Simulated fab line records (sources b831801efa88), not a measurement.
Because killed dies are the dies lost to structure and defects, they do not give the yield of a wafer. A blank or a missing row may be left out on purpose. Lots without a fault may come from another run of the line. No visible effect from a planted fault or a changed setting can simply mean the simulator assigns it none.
What tool caused it? :: flow sky130 :: 42 wafers from 14 lots sampled at 4 of the route's 708 steps

## WHAT THE GAUGES READ, wafer by wafer
SKY_POLY_GATE_THK_MEAS_04.
lot: L870
measured: day 15 13:51
on: film_metro-03
POLY_GATE_CVD_03_THK (nm): 74.4 74.9 74.4

lot: L871
measured: day 16 02:41
on: film_metro-02
POLY_GATE_CVD_03_THK (nm): 76.2 75.9 76.1

lot: L872
measured: day 16 06:53
on: film_metro-02
POLY_GATE_CVD_03_THK (nm): 74.5 74.4 74.6

lot: L874
measured: day 17 03:26
on: film_metro-02
POLY_GATE_CVD_03_THK (nm): 76.1 75.2 75.2

lot: L882
measured: day 20 02:38
on: film_metro-04
POLY_GATE_CVD_03_THK (nm): 75.3 75.6 74.9

lot: L883
measured: day 20 07:23
on: film_metro-03
POLY_GATE_CVD_03_THK (nm): 74.2 74.5 73.8

lot: L884
measured: day 20 16:59
on: film_metro-04
POLY_GATE_CVD_03_THK (nm): 74.8 74.6 74.2

lot: L885
measured: day 20 18:42
on: film_metro-03
POLY_GATE_CVD_03_THK (nm): 75.0 74.9 74.9

lot: L889
measured: day 22 08:43
on: film_metro-04
POLY_GATE_CVD_03_THK (nm): 75.3 75.1 74.6

lot: L890
measured: day 22 12:07
on: film_metro-03
POLY_GATE_CVD_03_THK (nm): 73.4 73.6 73.6

lot: L892
measured: day 23 09:12
on: film_metro-03
POLY_GATE_CVD_03_THK (nm): 74.9 75.8 75.9

SKY_LDD_LDN_TW_MEAS_13.
lot: L870
measured: day 23 05:37
on: film_metro-01
LDD_LDN_TW: 1511 1515 1505

lot: L871
measured: day 23 19:04
on: film_metro-01
LDD_LDN_TW: 1506 1510 1514

lot: L872
measured: day 24 01:25
on: film_metro-01
LDD_LDN_TW: 1505 1508 1501

lot: L874
measured: day 25 00:20
on: film_metro-02
LDD_LDN_TW: 1499 1502 1502

lot: L882
measured: day 28 10:52
on: film_metro-01
LDD_LDN_TW: 1508 1504 1505

lot: L883
measured: day 27 21:25
on: film_metro-02
LDD_LDN_TW: 1495 1494 1496

lot: L884
measured: day 28 06:58
on: film_metro-02
LDD_LDN_TW: 1494 1494 1492

lot: L885
measured: day 28 09:49
on: film_metro-01
LDD_LDN_TW: 1503 1497 1498

lot: L889
measured: day 29 19:46
on: film_metro-02
LDD_LDN_TW: 1492 1492 1495

lot: L890
measured: day 29 23:08
on: film_metro-01
LDD_LDN_TW: 1512 1510 1510

lot: L892
measured: day 30 17:52
on: film_metro-03
LDD_LDN_TW: 1490 1492 1487

SKY_POLY_CUT_CD_MEAS_08: the cd target is 270 nm.
lot: L870
measured: day 24 13:03
on: cd_sem-01
cd_nm (nm): 270.7 273.6 272.8

lot: L871
measured: day 25 01:56
on: cd_sem-02
cd_nm (nm): 271.4 271.1 270.1

lot: L872
measured: day 25 08:24
on: cd_sem-01
cd_nm (nm): 269.0 271.2 271.5

lot: L874
measured: day 26 06:13
on: cd_sem-02
cd_nm (nm): 268.8 270.0 268.6

lot: L882
measured: day 29 19:20
on: cd_sem-02
cd_nm (nm): 269.7 268.1 268.5

lot: L883
measured: day 29 03:35
on: cd_sem-01
cd_nm (nm): 271.0 269.3 270.1

lot: L884
measured: day 29 13:31
on: cd_sem-01
cd_nm (nm): 270.3 270.3 270.7

lot: L885
measured: day 29 15:44
on: cd_sem-01
cd_nm (nm): 270.6 270.6 272.8

lot: L889
measured: day 31 01:54
on: cd_sem-02
cd_nm (nm): 269.7 270.0 269.9

lot: L890
measured: day 31 04:50
on: cd_sem-02
cd_nm (nm): 267.4 269.2 269.0

lot: L892
measured: day 31 23:35
on: cd_sem-02
cd_nm (nm): 271.1 269.6 271.8

## EACH LOT AND THE TOOL THAT RAN IT (in order: tool; ch and the chambers of the sampled wafers; start)
lot: L870
SKY_FIELD_ISO_ETCH_17: rie_si-02 ch 0,2, day 2 09:56

lot: L871
SKY_FIELD_ISO_ETCH_17: rie_si-01 ch 1,2,3, day 2 15:47

lot: L872
SKY_FIELD_ISO_ETCH_17: rie_si-02 ch 0,2, day 2 21:03

lot: L874
SKY_FIELD_ISO_ETCH_17: rie_si-02 ch 0,1,3, day 3 08:35

lot: L879
SKY_FIELD_ISO_ETCH_17: rie_si-01 ch 1,2, day 4 11:48

lot: L880
SKY_FIELD_ISO_ETCH_17: rie_si-02 ch 0,1,2, day 4 15:53

lot: L881
SKY_FIELD_ISO_ETCH_17: rie_si-01 ch 1,2, day 4 21:33

lot: L882
SKY_FIELD_ISO_ETCH_17: rie_si-02 ch 1,2, day 5 01:31

lot: L883
SKY_FIELD_ISO_ETCH_17: rie_si-01 ch 0,2,3, day 5 07:15

lot: L884
SKY_FIELD_ISO_ETCH_17: rie_si-01 ch 0,1, day 5 12:27

lot: L885
SKY_FIELD_ISO_ETCH_17: rie_si-02 ch 2,3, day 5 16:02

lot: L889
SKY_FIELD_ISO_ETCH_17: rie_si-01 ch 0,2,3, day 6 13:08

lot: L890
SKY_FIELD_ISO_ETCH_17: rie_si-02 ch 0,1,2, day 6 17:56

lot: L892
SKY_FIELD_ISO_ETCH_17: rie_si-01 ch 0,1,2, day 7 05:59
- SKY_FIELD_ISO_ETCH_17: etches Si in HBr/Cl2/O2, target depth 342 nm, time 97.7 s.

## AS READ BY THE TOOLS THEMSELVES (means over the sampled wafers that have a number; for cases with no such wafer, the mark the record gives instead)
SKY_FIELD_ISO_ETCH_17.
lot: L870
tool: rie_si-02
HBr_flow_sccm (sccm): 149.9
O2_flow_sccm (sccm): 6.002
drypump_motor_current_A (A): 6.5
he_backside_leak_sccm (sccm): 2.9
oes_product_au (a.u.): 0.998
throttle_valve_pct (%): 25.653

lot: L871
tool: rie_si-01
HBr_flow_sccm (sccm): 150.7
O2_flow_sccm (sccm): 6.008
drypump_motor_current_A (A): 5.9
he_backside_leak_sccm (sccm): 2.6
oes_product_au (a.u.): 1.001
throttle_valve_pct (%): 25.655

lot: L872
tool: rie_si-02
HBr_flow_sccm (sccm): 150.0
O2_flow_sccm (sccm): 5.994
drypump_motor_current_A (A): 6.5
he_backside_leak_sccm (sccm): 2.6
oes_product_au (a.u.): 0.994
throttle_valve_pct (%): 25.663

lot: L874
tool: rie_si-02
HBr_flow_sccm (sccm): 150.0
O2_flow_sccm (sccm): 6.010
drypump_motor_current_A (A): 5.8
he_backside_leak_sccm (sccm): 2.7
oes_product_au (a.u.): 0.999
throttle_valve_pct (%): 25.653

lot: L879
tool: rie_si-01
HBr_flow_sccm (sccm): -
O2_flow_sccm (sccm): -
drypump_motor_current_A (A): -
he_backside_leak_sccm (sccm): -
oes_product_au (a.u.): -
throttle_valve_pct (%): -

lot: L880
tool: rie_si-02
HBr_flow_sccm (sccm): -
O2_flow_sccm (sccm): -
drypump_motor_current_A (A): -
he_backside_leak_sccm (sccm): -
oes_product_au (a.u.): -
throttle_valve_pct (%): -

lot: L881
tool: rie_si-01
HBr_flow_sccm (sccm): -
O2_flow_sccm (sccm): -
drypump_motor_current_A (A): -
he_backside_leak_sccm (sccm): -
oes_product_au (a.u.): -
throttle_valve_pct (%): -

lot: L882
tool: rie_si-02
HBr_flow_sccm (sccm): 150.1
O2_flow_sccm (sccm): 5.987
drypump_motor_current_A (A): 6.0
he_backside_leak_sccm (sccm): 2.3
oes_product_au (a.u.): 1.001
throttle_valve_pct (%): 25.642

lot: L883
tool: rie_si-01
HBr_flow_sccm (sccm): 150.0
O2_flow_sccm (sccm): 6.023
drypump_motor_current_A (A): 5.8
he_backside_leak_sccm (sccm): 2.8
oes_product_au (a.u.): 1.006
throttle_valve_pct (%): 25.651

lot: L884
tool: rie_si-01
HBr_flow_sccm (sccm): 150.2
O2_flow_sccm (sccm): 5.988
drypump_motor_current_A (A): 5.3
he_backside_leak_sccm (sccm): 2.4
oes_product_au (a.u.): 1.001
throttle_valve_pct (%): 25.648

lot: L885
tool: rie_si-02
HBr_flow_sccm (sccm): 150.1
O2_flow_sccm (sccm): 5.989
drypump_motor_current_A (A): 6.1
he_backside_leak_sccm (sccm): 2.5
oes_product_au (a.u.): 1.008
throttle_valve_pct (%): 25.660

lot: L889
tool: rie_si-01
HBr_flow_sccm (sccm): 150.4
O2_flow_sccm (sccm): 6.011
drypump_motor_current_A (A): 5.8
he_backside_leak_sccm (sccm): 2.8
oes_product_au (a.u.): 1.001
throttle_valve_pct (%): 25.652

lot: L890
tool: rie_si-02
HBr_flow_sccm (sccm): 150.1
O2_flow_sccm (sccm): 6.011
drypump_motor_current_A (A): 6.0
he_backside_leak_sccm (sccm): 2.6
oes_product_au (a.u.): 1.001
throttle_valve_pct (%): 25.653

lot: L892
tool: rie_si-01
HBr_flow_sccm (sccm): 150.3
O2_flow_sccm (sccm): 6.009
drypump_motor_current_A (A): 5.7
he_backside_leak_sccm (sccm): 2.6
oes_product_au (a.u.): 0.996
throttle_valve_pct (%): 25.664

## THE ANSWER, worked out from the rows above alone
Rule: usual is defined by the lots themselves. Put in order of their means at a reading, lots are off if they are a third of the lots or fewer, leave a main group of 4 or more, and stand apart from it by a gap of 3 or more times the standard deviation of the main group's means; of several such gaps the widest counts. The tables above print the reading to a certain number of digits; a main group whose means all agree to those digits is not used. Also off: a lot with no number at a reading for which 4 or more lots have one. Where the step has rows for the other lots, those lots are counted as sound. First the gauges in route order, then the tools' own readings, where a lot's mean is used as printed above. At the first step where some lot is off, the reading lying furthest off is the one used; lots without a number count as furthest.
Off: L879, L880, L881, at SKY_FIELD_ISO_ETCH_17 (HBr_flow_sccm). Without a number there: L879, L880, L881. Main group: mean 150.2 sccm, sd 0.22.
A tool fits if, at that step or a process step before it, it ran every lot that is off, and no sound lot after the first of them. No candidate that was tried fits.

## WHAT HAD BEEN PUT IN BY THE SIMULATOR
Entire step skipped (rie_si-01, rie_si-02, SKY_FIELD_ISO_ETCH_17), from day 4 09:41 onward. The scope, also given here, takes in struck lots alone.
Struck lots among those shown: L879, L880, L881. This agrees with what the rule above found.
